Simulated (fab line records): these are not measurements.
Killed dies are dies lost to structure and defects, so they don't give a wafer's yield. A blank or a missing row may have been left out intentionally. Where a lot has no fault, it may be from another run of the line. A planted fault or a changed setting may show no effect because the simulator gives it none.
fab line records :: flow sky130 :: part 2 of 2: steps 25 to 33 of 33
record
  lots=5
  wafers=15
  last-day=50
route steps=708 shown SD_N@358 SD_P@359 RES_XHIGH@360 SALICIDE@361 LI_CONTACT@362 LOCAL_INTERCONNECT@387
lots that met no fault: taken from a fault-free run of the same line
start-h: the number of hours between the record's first day and the start of the first shown wafer of the lot :: wait-h: hours since the lot's step before :: " the same as in the row above :: L1.1+2: one row covering several wafers at once :: - value missing, or start not given :: * or withheld: withheld :: < > ~ a bound
route shown NAME@n: a module of which the file shows steps, and the number in the route of the first :: usual: the fault-free wafers' mean and standard deviation :: same: alike in all rows :: chamber/n: place in a boat :: sites: each site's reading :: _std_site: how widely they spread, as a standard deviation :: _edge_site: mean of outer sites minus mean of inner sites :: radius-mm: for every site, how far away it sits from the centre of the wafer :: mask NAME#n: copy n :: behind: tool/chamber where the wafer was last shaped :: hold: why the lot went on hold/how many hours it stayed there/how the hold came to an end :: device: whichever transistor did not switch (one of n, p or np) :: end of line: the same wafers' tests at the end of the route :: where a step has no rows: the recipe by itself :: killed: dies that structure and defects cost at the first sort, which is not the same as the wafer's yield :: map: dies across one wafer; x = killed, . = not, _ = none there
set.NAME: the setting as run; set.NAME@STEP: as run at that earlier step :: model.NAME: the simulator's own value behind a step, which no gauge read
a table for each step, a row for each wafer; lots at some steps of the route
services: from which hour (start-h, from the record's first day; less than 0 if before it) a tool's chamber was out of use, for how many hours, and why
## steps
# step SKY_LI_CONTACT_SPUTTER_20
# recipe
  material=TiN
  target-thk-nm=20
  chamber-pressure-pa=5
  power-w=4000
  time-s=80
# usual
  throttle-valve-pct=30.2/0.98
lot.wafer: L081.1
tool: pvd-sputter-03
chamber: -
start-h: 744.38
wait-h: 0.0
throttle-valve-pct: 28.7

lot.wafer: L081.4
tool: pvd-sputter-03
chamber: -
start-h: 744.38
wait-h: 0.0
throttle-valve-pct: 30.0

lot.wafer: L081.6
tool: pvd-sputter-03
chamber: -
start-h: 744.38
wait-h: 0.0
throttle-valve-pct: 29.5

lot.wafer: L082.3
tool: pvd-sputter-04
chamber: -
start-h: 754.23
wait-h: 0.0
throttle-valve-pct: 31.2

lot.wafer: L082.4
tool: pvd-sputter-04
chamber: -
start-h: 754.23
wait-h: 0.0
throttle-valve-pct: 31.0

lot.wafer: L082.5
tool: pvd-sputter-04
chamber: -
start-h: 754.23
wait-h: 0.0
throttle-valve-pct: 31.5

lot.wafer: L088.2
tool: pvd-sputter-01
chamber: -
start-h: 799.50
wait-h: 0.0
throttle-valve-pct: 30.8

lot.wafer: L088.4
tool: pvd-sputter-01
chamber: -
start-h: 799.50
wait-h: 0.0
throttle-valve-pct: 28.6

lot.wafer: L088.5
tool: pvd-sputter-01
chamber: -
start-h: 799.50
wait-h: 0.0
throttle-valve-pct: 30.8

lot.wafer: L090.3
tool: pvd-sputter-01
chamber: -
start-h: 815.49
wait-h: 0.0
throttle-valve-pct: 30.9

lot.wafer: L090.4
tool: pvd-sputter-01
chamber: -
start-h: 815.49
wait-h: 0.0
throttle-valve-pct: 30.9

lot.wafer: L090.5
tool: pvd-sputter-01
chamber: -
start-h: 815.49
wait-h: 0.0
throttle-valve-pct: 30.4

lot.wafer: L095.3
tool: pvd-sputter-01
chamber: -
start-h: 855.69
wait-h: 0.0
throttle-valve-pct: 30.9

lot.wafer: L095.4
tool: pvd-sputter-01
chamber: -
start-h: 855.69
wait-h: 0.0
throttle-valve-pct: 30.7

lot.wafer: L095.6
tool: pvd-sputter-01
chamber: -
start-h: 855.69
wait-h: 0.0
throttle-valve-pct: 30.4
# step SKY_LI_CONTACT_CVD_21
# recipe
  material=W
  target-thk-nm=400
  time-s=120.56
  temp-c=400
  pressure-torr=40
# usual
  heater-power-w=836/92
  susceptor-temp-C=400.00/0.21
lot.wafer: L081.1
tool: cvd-w-01
chamber: 0
start-h: 744.45
wait-h: 0.0
heater-power-w: 760
susceptor-temp-C: 400.36

lot.wafer: L081.4
tool: cvd-w-01
chamber: 0
start-h: 744.45
wait-h: 0.0
heater-power-w: 782
susceptor-temp-C: 399.92

lot.wafer: L081.6
tool: cvd-w-01
chamber: 1
start-h: 744.45
wait-h: 0.0
heater-power-w: 902
susceptor-temp-C: 399.87

lot.wafer: L082.3
tool: cvd-w-01
chamber: 1
start-h: 754.34
wait-h: 0.1
heater-power-w: 890
susceptor-temp-C: 399.99

lot.wafer: L082.4
tool: cvd-w-01
chamber: 0
start-h: 754.34
wait-h: 0.1
heater-power-w: 774
susceptor-temp-C: 400.06

lot.wafer: L082.5
tool: cvd-w-01
chamber: 0
start-h: 754.34
wait-h: 0.1
heater-power-w: 762
susceptor-temp-C: 400.13

lot.wafer: L088.2
tool: cvd-w-02
chamber: 0
start-h: 799.56
wait-h: 0.0
heater-power-w: 976
susceptor-temp-C: 399.97

lot.wafer: L088.4
tool: cvd-w-02
chamber: 0
start-h: 799.56
wait-h: 0.0
heater-power-w: 962
susceptor-temp-C: 400.06

lot.wafer: L088.5
tool: cvd-w-02
chamber: 0
start-h: 799.56
wait-h: 0.0
heater-power-w: 1001
susceptor-temp-C: 400.10

lot.wafer: L090.3
tool: cvd-w-01
chamber: 0
start-h: 815.59
wait-h: 0.1
heater-power-w: 759
susceptor-temp-C: 399.92

lot.wafer: L090.4
tool: cvd-w-01
chamber: 1
start-h: 815.59
wait-h: 0.1
heater-power-w: 865
susceptor-temp-C: 399.93

lot.wafer: L090.5
tool: cvd-w-01
chamber: 0
start-h: 815.59
wait-h: 0.1
heater-power-w: 782
susceptor-temp-C: 399.79

lot.wafer: L095.3
tool: cvd-w-01
chamber: 1
start-h: 855.79
wait-h: 0.1
heater-power-w: 894
susceptor-temp-C: 399.97

lot.wafer: L095.4
tool: cvd-w-01
chamber: 0
start-h: 855.79
wait-h: 0.1
heater-power-w: 781
susceptor-temp-C: 400.16

lot.wafer: L095.6
tool: cvd-w-01
chamber: 1
start-h: 855.79
wait-h: 0.1
heater-power-w: 873
susceptor-temp-C: 399.60
# step SKY_LI_CONTACT_RS_MEAS_22
# recipe
  thk-meas-gauge=four-point-probe
  reads=W_of_LI_CONTACT_CVD_21+TiN_of_LI_CONTACT_SPUTTER_20+Ti_of_LI_CONTACT_SPUTTER_19
# usual
  LI_CONTACT_W_RS=0.2838/0.0026
lot.wafer: L081.1
tool: film-metro-02
chamber: -
start-h: 744.57
wait-h: 0.1
LI_CONTACT_W_RS[ohm/sq]: 0.2842

lot.wafer: L081.4
tool: film-metro-02
chamber: -
start-h: 744.57
wait-h: 0.1
LI_CONTACT_W_RS[ohm/sq]: 0.2858

lot.wafer: L081.6
tool: film-metro-02
chamber: -
start-h: 744.57
wait-h: 0.1
LI_CONTACT_W_RS[ohm/sq]: 0.2895

lot.wafer: L082.3
tool: film-metro-02
chamber: -
start-h: 754.46
wait-h: 0.1
LI_CONTACT_W_RS[ohm/sq]: 0.2835

lot.wafer: L082.4
tool: film-metro-02
chamber: -
start-h: 754.46
wait-h: 0.1
LI_CONTACT_W_RS[ohm/sq]: 0.2817

lot.wafer: L082.5
tool: film-metro-02
chamber: -
start-h: 754.46
wait-h: 0.1
LI_CONTACT_W_RS[ohm/sq]: 0.2826

lot.wafer: L088.2
tool: film-metro-02
chamber: -
start-h: 799.71
wait-h: 0.1
LI_CONTACT_W_RS[ohm/sq]: 0.2789

lot.wafer: L088.4
tool: film-metro-02
chamber: -
start-h: 799.71
wait-h: 0.1
LI_CONTACT_W_RS[ohm/sq]: 0.2782

lot.wafer: L088.5
tool: film-metro-02
chamber: -
start-h: 799.71
wait-h: 0.1
LI_CONTACT_W_RS[ohm/sq]: 0.2815

lot.wafer: L090.3
tool: film-metro-01
chamber: -
start-h: 815.71
wait-h: 0.1
LI_CONTACT_W_RS[ohm/sq]: 0.2853

lot.wafer: L090.4
tool: film-metro-01
chamber: -
start-h: 815.71
wait-h: 0.1
LI_CONTACT_W_RS[ohm/sq]: 0.2857

lot.wafer: L090.5
tool: film-metro-01
chamber: -
start-h: 815.71
wait-h: 0.1
LI_CONTACT_W_RS[ohm/sq]: 0.2832

lot.wafer: L095.3
tool: film-metro-02
chamber: -
start-h: 855.91
wait-h: 0.1
LI_CONTACT_W_RS[ohm/sq]: 0.2847

lot.wafer: L095.4
tool: film-metro-02
chamber: -
start-h: 855.91
wait-h: 0.1
LI_CONTACT_W_RS[ohm/sq]: 0.2841

lot.wafer: L095.6
tool: film-metro-02
chamber: -
start-h: 855.91
wait-h: 0.1
LI_CONTACT_W_RS[ohm/sq]: 0.2866
# step SKY_LI_CONTACT_THK_MEAS_23
# recipe
  thk-meas-gauge=xrf
  reads=W_of_LI_CONTACT_CVD_21
# usual
  LI_CONTACT_W_THK=390/6.5
lot.wafer: L081.1
tool: film-metro-02
chamber: -
start-h: 744.69
wait-h: 0.1
LI_CONTACT_W_THK[nm]: 386

lot.wafer: L081.4
tool: film-metro-02
chamber: -
start-h: 744.69
wait-h: 0.1
LI_CONTACT_W_THK[nm]: 381

lot.wafer: L081.6
tool: film-metro-02
chamber: -
start-h: 744.69
wait-h: 0.1
LI_CONTACT_W_THK[nm]: 380

lot.wafer: L082.3
tool: film-metro-02
chamber: -
start-h: 754.56
wait-h: 0.1
LI_CONTACT_W_THK[nm]: 387

lot.wafer: L082.4
tool: film-metro-02
chamber: -
start-h: 754.56
wait-h: 0.1
LI_CONTACT_W_THK[nm]: 389

lot.wafer: L082.5
tool: film-metro-02
chamber: -
start-h: 754.56
wait-h: 0.1
LI_CONTACT_W_THK[nm]: 387

lot.wafer: L088.2
tool: film-metro-02
chamber: -
start-h: 799.82
wait-h: 0.1
LI_CONTACT_W_THK[nm]: 391

lot.wafer: L088.4
tool: film-metro-02
chamber: -
start-h: 799.82
wait-h: 0.1
LI_CONTACT_W_THK[nm]: 391

lot.wafer: L088.5
tool: film-metro-02
chamber: -
start-h: 799.82
wait-h: 0.1
LI_CONTACT_W_THK[nm]: 388

lot.wafer: L090.3
tool: film-metro-01
chamber: -
start-h: 815.81
wait-h: 0.1
LI_CONTACT_W_THK[nm]: 394

lot.wafer: L090.4
tool: film-metro-01
chamber: -
start-h: 815.81
wait-h: 0.1
LI_CONTACT_W_THK[nm]: 391

lot.wafer: L090.5
tool: film-metro-01
chamber: -
start-h: 815.81
wait-h: 0.1
LI_CONTACT_W_THK[nm]: 395

lot.wafer: L095.3
tool: film-metro-02
chamber: -
start-h: 856.01
wait-h: 0.1
LI_CONTACT_W_THK[nm]: 385

lot.wafer: L095.4
tool: film-metro-02
chamber: -
start-h: 856.01
wait-h: 0.1
LI_CONTACT_W_THK[nm]: 389

lot.wafer: L095.6
tool: film-metro-02
chamber: -
start-h: 856.01
wait-h: 0.1
LI_CONTACT_W_THK[nm]: 385
# step SKY_LI_CONTACT_CMP_24
# recipe
  stop-on=PSG
  t-overpolish-s=20
  down-force-psi=3.5
  platen-rpm=60
  target-thk-nm=0
  pad-velocity-m-s=0.94248
# usual
  motor-current-A=10.5/1.2
  overpolish-run-s=20.000/0.0082
  retaining-ring-pressure-frac=1.000/0.0046
  time-to-endpoint-s=97.1/3
lot.wafer: L081.1
tool: cmp-01
chamber: 1
start-h: 744.75
wait-h: 0.1
motor-current-A: 10.8
overpolish-run-s: 19.999
retaining-ring-pressure-frac: 1.000
time-to-endpoint-s: 92.7

lot.wafer: L081.4
tool: cmp-01
chamber: 3
start-h: 744.75
wait-h: 0.1
motor-current-A: 9.6
overpolish-run-s: 19.998
retaining-ring-pressure-frac: 1.000
time-to-endpoint-s: 99.4

lot.wafer: L081.6
tool: cmp-01
chamber: 1
start-h: 744.75
wait-h: 0.1
motor-current-A: 10.6
overpolish-run-s: 19.995
retaining-ring-pressure-frac: 0.996
time-to-endpoint-s: 92.1

lot.wafer: L082.4
tool: cmp-01
chamber: 3
start-h: 754.65
wait-h: 0.1
motor-current-A: 10.1
overpolish-run-s: 20.008
retaining-ring-pressure-frac: 0.999
time-to-endpoint-s: 100.6

lot.wafer: L082.3
tool: cmp-01
chamber: 1
start-h: 754.65
wait-h: 0.1
motor-current-A: 10.4
overpolish-run-s: 19.997
retaining-ring-pressure-frac: 0.996
time-to-endpoint-s: 97.2

lot.wafer: L082.5
tool: cmp-01
chamber: 3
start-h: 754.65
wait-h: 0.1
motor-current-A: 10.0
overpolish-run-s: 20.004
retaining-ring-pressure-frac: 1.000
time-to-endpoint-s: 97.9

lot.wafer: L088.4
tool: cmp-02
chamber: 2
start-h: 799.92
wait-h: 0.1
motor-current-A: 10.7
overpolish-run-s: 20.017
retaining-ring-pressure-frac: 1.007
time-to-endpoint-s: 95.3

lot.wafer: L088.2
tool: cmp-02
chamber: 0
start-h: 799.92
wait-h: 0.1
motor-current-A: 11.5
overpolish-run-s: 20.015
retaining-ring-pressure-frac: 0.992
time-to-endpoint-s: 96.6

lot.wafer: L088.5
tool: cmp-02
chamber: 1
start-h: 799.92
wait-h: 0.1
motor-current-A: 9.0
overpolish-run-s: 19.984
retaining-ring-pressure-frac: 1.003
time-to-endpoint-s: 91.2

lot.wafer: L090.3
tool: cmp-02
chamber: 2
start-h: 815.85
wait-h: 0.0
motor-current-A: 11.2
overpolish-run-s: 20.006
retaining-ring-pressure-frac: 1.006
time-to-endpoint-s: 95.3

lot.wafer: L090.4
tool: cmp-02
chamber: 3
start-h: 815.85
wait-h: 0.0
motor-current-A: 12.2
overpolish-run-s: 20.004
retaining-ring-pressure-frac: 0.995
time-to-endpoint-s: 99.5

lot.wafer: L090.5
tool: cmp-02
chamber: 2
start-h: 815.85
wait-h: 0.0
motor-current-A: 11.4
overpolish-run-s: 20.001
retaining-ring-pressure-frac: 1.001
time-to-endpoint-s: 103.7

lot.wafer: L095.4
tool: cmp-02
chamber: 3
start-h: 856.10
wait-h: 0.1
motor-current-A: 11.7
overpolish-run-s: 19.999
retaining-ring-pressure-frac: 1.008
time-to-endpoint-s: 100.8

lot.wafer: L095.3
tool: cmp-02
chamber: 1
start-h: 856.10
wait-h: 0.1
motor-current-A: 9.2
overpolish-run-s: 19.993
retaining-ring-pressure-frac: 1.006
time-to-endpoint-s: 93.0

lot.wafer: L095.6
tool: cmp-02
chamber: 3
start-h: 856.10
wait-h: 0.1
motor-current-A: 11.4
overpolish-run-s: 20.015
retaining-ring-pressure-frac: 1.005
time-to-endpoint-s: 100.9
# step SKY_LOCAL_INTERCONNECT_SPUTTER_00
# recipe
  material=TiN
  target-thk-nm=100
  temp-c=300
  power-w=6500
  time-s=83.3
  chamber-pressure-pa=0.4
# usual
  susceptor-temp-C=299.98/0.19
  throttle-valve-pct=30.0/1
lot.wafer: L081.1
tool: pvd-sputter-02
chamber: -
start-h: 745.05
wait-h: 0.2
susceptor-temp-C: 300.28
throttle-valve-pct: 29.4

lot.wafer: L081.4
tool: pvd-sputter-02
chamber: -
start-h: 745.05
wait-h: 0.2
susceptor-temp-C: 299.92
throttle-valve-pct: 29.4

lot.wafer: L081.6
tool: pvd-sputter-02
chamber: -
start-h: 745.05
wait-h: 0.2
susceptor-temp-C: 299.93
throttle-valve-pct: 30.7

lot.wafer: L082.3
tool: pvd-sputter-01
chamber: -
start-h: 754.90
wait-h: 0.1
susceptor-temp-C: 299.82
throttle-valve-pct: 28.7

lot.wafer: L082.4
tool: pvd-sputter-01
chamber: -
start-h: 754.90
wait-h: 0.1
susceptor-temp-C: 299.66
throttle-valve-pct: 30.2

lot.wafer: L082.5
tool: pvd-sputter-01
chamber: -
start-h: 754.90
wait-h: 0.1
susceptor-temp-C: 299.92
throttle-valve-pct: 30.6

lot.wafer: L088.2
tool: pvd-sputter-01
chamber: -
start-h: 800.17
wait-h: 0.1
susceptor-temp-C: 300.26
throttle-valve-pct: 28.6

lot.wafer: L088.4
tool: pvd-sputter-01
chamber: -
start-h: 800.17
wait-h: 0.1
susceptor-temp-C: 300.24
throttle-valve-pct: 31.0

lot.wafer: L088.5
tool: pvd-sputter-01
chamber: -
start-h: 800.17
wait-h: 0.1
susceptor-temp-C: 299.95
throttle-valve-pct: 28.9

lot.wafer: L090.3
tool: pvd-sputter-02
chamber: -
start-h: 816.15
wait-h: 0.2
susceptor-temp-C: 300.12
throttle-valve-pct: 29.2

lot.wafer: L090.4
tool: pvd-sputter-02
chamber: -
start-h: 816.15
wait-h: 0.2
susceptor-temp-C: 299.97
throttle-valve-pct: 30.3

lot.wafer: L090.5
tool: pvd-sputter-02
chamber: -
start-h: 816.15
wait-h: 0.2
susceptor-temp-C: 299.99
throttle-valve-pct: 30.6

lot.wafer: L095.3
tool: pvd-sputter-02
chamber: -
start-h: 856.35
wait-h: 0.1
susceptor-temp-C: 300.06
throttle-valve-pct: 29.1

lot.wafer: L095.4
tool: pvd-sputter-02
chamber: -
start-h: 856.35
wait-h: 0.1
susceptor-temp-C: 299.91
throttle-valve-pct: 30.7

lot.wafer: L095.6
tool: pvd-sputter-02
chamber: -
start-h: 856.35
wait-h: 0.1
susceptor-temp-C: 300.25
throttle-valve-pct: 29.3
# step SKY_LOCAL_INTERCONNECT_RS_MEAS_01
# recipe
  thk-meas-gauge=four-point-probe
  reads=TiN_of_LOCAL_INTERCONNECT_SPUTTER_00
# usual
  LOCAL_INTERCONNECT_TIN_RS=14.14/0.14
lot.wafer: L081.1
tool: film-metro-03
chamber: -
start-h: 745.11
wait-h: 0.0
LOCAL_INTERCONNECT_TIN_RS[ohm/sq]: 14.26

lot.wafer: L081.4
tool: film-metro-03
chamber: -
start-h: 745.11
wait-h: 0.0
LOCAL_INTERCONNECT_TIN_RS[ohm/sq]: 14.27

lot.wafer: L081.6
tool: film-metro-03
chamber: -
start-h: 745.11
wait-h: 0.0
LOCAL_INTERCONNECT_TIN_RS[ohm/sq]: 14.32

lot.wafer: L082.3
tool: film-metro-03
chamber: -
start-h: 755.00
wait-h: 0.1
LOCAL_INTERCONNECT_TIN_RS[ohm/sq]: 14.17

lot.wafer: L082.4
tool: film-metro-03
chamber: -
start-h: 755.00
wait-h: 0.1
LOCAL_INTERCONNECT_TIN_RS[ohm/sq]: 14.06

lot.wafer: L082.5
tool: film-metro-03
chamber: -
start-h: 755.00
wait-h: 0.1
LOCAL_INTERCONNECT_TIN_RS[ohm/sq]: 14.09

lot.wafer: L088.2
tool: film-metro-04
chamber: -
start-h: 800.25
wait-h: 0.1
LOCAL_INTERCONNECT_TIN_RS[ohm/sq]: 14.16

lot.wafer: L088.4
tool: film-metro-04
chamber: -
start-h: 800.25
wait-h: 0.1
LOCAL_INTERCONNECT_TIN_RS[ohm/sq]: 14.11

lot.wafer: L088.5
tool: film-metro-04
chamber: -
start-h: 800.25
wait-h: 0.1
LOCAL_INTERCONNECT_TIN_RS[ohm/sq]: 14.22

lot.wafer: L090.3
tool: film-metro-04
chamber: -
start-h: 816.26
wait-h: 0.1
LOCAL_INTERCONNECT_TIN_RS[ohm/sq]: 14.42

lot.wafer: L090.4
tool: film-metro-04
chamber: -
start-h: 816.26
wait-h: 0.1
LOCAL_INTERCONNECT_TIN_RS[ohm/sq]: 14.43

lot.wafer: L090.5
tool: film-metro-04
chamber: -
start-h: 816.26
wait-h: 0.1
LOCAL_INTERCONNECT_TIN_RS[ohm/sq]: 14.45

lot.wafer: L095.3
tool: film-metro-04
chamber: -
start-h: 856.46
wait-h: 0.1
LOCAL_INTERCONNECT_TIN_RS[ohm/sq]: 14.10

lot.wafer: L095.4
tool: film-metro-04
chamber: -
start-h: 856.46
wait-h: 0.1
LOCAL_INTERCONNECT_TIN_RS[ohm/sq]: 14.10

lot.wafer: L095.6
tool: film-metro-04
chamber: -
start-h: 856.46
wait-h: 0.1
LOCAL_INTERCONNECT_TIN_RS[ohm/sq]: 14.15
# step SKY_LOCAL_INTERCONNECT_THK_MEAS_02
# recipe
  thk-meas-gauge=xrf
  reads=TiN_of_LOCAL_INTERCONNECT_SPUTTER_00
# usual
  LOCAL_INTERCONNECT_TIN_THK=99.8/1
lot.wafer: L081.1
tool: film-metro-03
chamber: -
start-h: 745.23
wait-h: 0.1
LOCAL_INTERCONNECT_TIN_THK[nm]: 99.3

lot.wafer: L081.4
tool: film-metro-03
chamber: -
start-h: 745.23
wait-h: 0.1
LOCAL_INTERCONNECT_TIN_THK[nm]: 98.9

lot.wafer: L081.6
tool: film-metro-03
chamber: -
start-h: 745.23
wait-h: 0.1
LOCAL_INTERCONNECT_TIN_THK[nm]: 98.2

lot.wafer: L082.3
tool: film-metro-03
chamber: -
start-h: 755.10
wait-h: 0.1
LOCAL_INTERCONNECT_TIN_THK[nm]: 99.5

lot.wafer: L082.4
tool: film-metro-03
chamber: -
start-h: 755.10
wait-h: 0.1
LOCAL_INTERCONNECT_TIN_THK[nm]: 100.1

lot.wafer: L082.5
tool: film-metro-03
chamber: -
start-h: 755.10
wait-h: 0.1
LOCAL_INTERCONNECT_TIN_THK[nm]: 100.1

lot.wafer: L088.2
tool: film-metro-04
chamber: -
start-h: 800.36
wait-h: 0.1
LOCAL_INTERCONNECT_TIN_THK[nm]: 99.4

lot.wafer: L088.4
tool: film-metro-04
chamber: -
start-h: 800.36
wait-h: 0.1
LOCAL_INTERCONNECT_TIN_THK[nm]: 99.9

lot.wafer: L088.5
tool: film-metro-04
chamber: -
start-h: 800.36
wait-h: 0.1
LOCAL_INTERCONNECT_TIN_THK[nm]: 99.3

lot.wafer: L090.3
tool: film-metro-04
chamber: -
start-h: 816.36
wait-h: 0.1
LOCAL_INTERCONNECT_TIN_THK[nm]: 97.8

lot.wafer: L090.4
tool: film-metro-04
chamber: -
start-h: 816.36
wait-h: 0.1
LOCAL_INTERCONNECT_TIN_THK[nm]: 97.8

lot.wafer: L090.5
tool: film-metro-04
chamber: -
start-h: 816.36
wait-h: 0.1
LOCAL_INTERCONNECT_TIN_THK[nm]: 97.3

lot.wafer: L095.3
tool: film-metro-04
chamber: -
start-h: 856.56
wait-h: 0.1
LOCAL_INTERCONNECT_TIN_THK[nm]: 99.8

lot.wafer: L095.4
tool: film-metro-04
chamber: -
start-h: 856.56
wait-h: 0.1
LOCAL_INTERCONNECT_TIN_THK[nm]: 99.6

lot.wafer: L095.6
tool: film-metro-04
chamber: -
start-h: 856.56
wait-h: 0.1
LOCAL_INTERCONNECT_TIN_THK[nm]: 100.1
# step SKY_LOCAL_INTERCONNECT_DEHYDRATE_03
# recipe
  temp-c=200
  time-s=60
# usual
  resist-line-temp-C=23.00/0.11
lot.wafer: L081.1
tool: litho-track-04
chamber: 0
start-h: 759.12
wait-h: 13.9
resist-line-temp-C: 22.95

lot.wafer: L081.4
tool: litho-track-04
chamber: 0
start-h: 759.12
wait-h: 13.9
resist-line-temp-C: 23.03

lot.wafer: L081.6
tool: litho-track-04
chamber: 0
start-h: 759.12
wait-h: 13.9
resist-line-temp-C: 22.75

lot.wafer: L082.3
tool: litho-track-04
chamber: 0
start-h: 768.07
wait-h: 13.0
resist-line-temp-C: 22.92

lot.wafer: L082.4
tool: litho-track-04
chamber: 0
start-h: 768.07
wait-h: 13.0
resist-line-temp-C: 23.00

lot.wafer: L082.5
tool: litho-track-04
chamber: 0
start-h: 768.07
wait-h: 13.0
resist-line-temp-C: 22.87

lot.wafer: L088.2
tool: litho-track-01
chamber: 0
start-h: 813.28
wait-h: 12.9
resist-line-temp-C: 23.12

lot.wafer: L088.4
tool: litho-track-01
chamber: 0
start-h: 813.28
wait-h: 12.9
resist-line-temp-C: 22.99

lot.wafer: L088.5
tool: litho-track-01
chamber: 0
start-h: 813.28
wait-h: 12.9
resist-line-temp-C: 23.03

lot.wafer: L090.3
tool: litho-track-02
chamber: 0
start-h: 829.33
wait-h: 13.0
resist-line-temp-C: 23.13

lot.wafer: L090.4
tool: litho-track-02
chamber: 0
start-h: 829.33
wait-h: 13.0
resist-line-temp-C: 23.20

lot.wafer: L090.5
tool: litho-track-02
chamber: 0
start-h: 829.33
wait-h: 13.0
resist-line-temp-C: 23.11

lot.wafer: L095.3
tool: litho-track-01
chamber: 0
start-h: 868.91
wait-h: 12.3
resist-line-temp-C: 22.88

lot.wafer: L095.4
tool: litho-track-01
chamber: 0
start-h: 868.91
wait-h: 12.3
resist-line-temp-C: 23.14

lot.wafer: L095.6
tool: litho-track-01
chamber: 0
start-h: 868.91
wait-h: 12.3
resist-line-temp-C: 23.03
## services
tool: rie-diel-02
chamber: 3
start-h: 695.33
hours: 5.2
kind: repair

tool: krf-scanner-02
chamber: -
start-h: 697.00
hours: 1.0
kind: pm

tool: wet-bench-03
chamber: -
start-h: 700.08
hours: 0.8
kind: repair

tool: cmp-01
chamber: -
start-h: 725.74
hours: 1.3
kind: repair

tool: krf-scanner-02
chamber: -
start-h: 729.94
hours: 0.9
kind: repair

tool: rie-diel-02
chamber: 0
start-h: 730.80
hours: 3.7
kind: repair

tool: plasma-asher-04
chamber: -
start-h: 733.75
hours: 9.0
kind: pm

tool: pvd-sputter-03
chamber: -
start-h: 739.06
hours: 2.2
kind: repair

tool: cmp-02
chamber: -
start-h: 744.00
hours: 4.0
kind: pm

tool: krf-scanner-02
chamber: -
start-h: 762.82
hours: 1.6
kind: repair

tool: pvd-sputter-01
chamber: -
start-h: 763.87
hours: 2.9
kind: repair

tool: pvd-sputter-01
chamber: -
start-h: 767.49
hours: 4.0
kind: repair

tool: krf-scanner-02
chamber: -
start-h: 774.86
hours: 0.8
kind: pm

tool: cmp-02
chamber: -
start-h: 776.81
hours: 1.8
kind: repair

tool: cmp-02
chamber: -
start-h: 777.54
hours: 2.0
kind: repair

tool: krf-scanner-02
chamber: -
start-h: 778.71
hours: 1.2
kind: repair

tool: cmp-01
chamber: -
start-h: 779.03
hours: 1.8
kind: repair

tool: krf-scanner-02
chamber: -
start-h: 780.34
hours: 1.3
kind: pm

tool: cmp-01
chamber: -
start-h: 811.63
hours: 5.2
kind: pm

tool: krf-scanner-02
chamber: -
start-h: 816.81
hours: 4.0
kind: pm

tool: rie-diel-02
chamber: -
start-h: 840.64
hours: 1.0
kind: repair

tool: rie-diel-02
chamber: 2
start-h: 841.80
hours: 5.6
kind: repair

tool: krf-scanner-02
chamber: -
start-h: 866.07
hours: 1.0
kind: pm

tool: cmp-01
chamber: -
start-h: 867.42
hours: 0.6
kind: repair
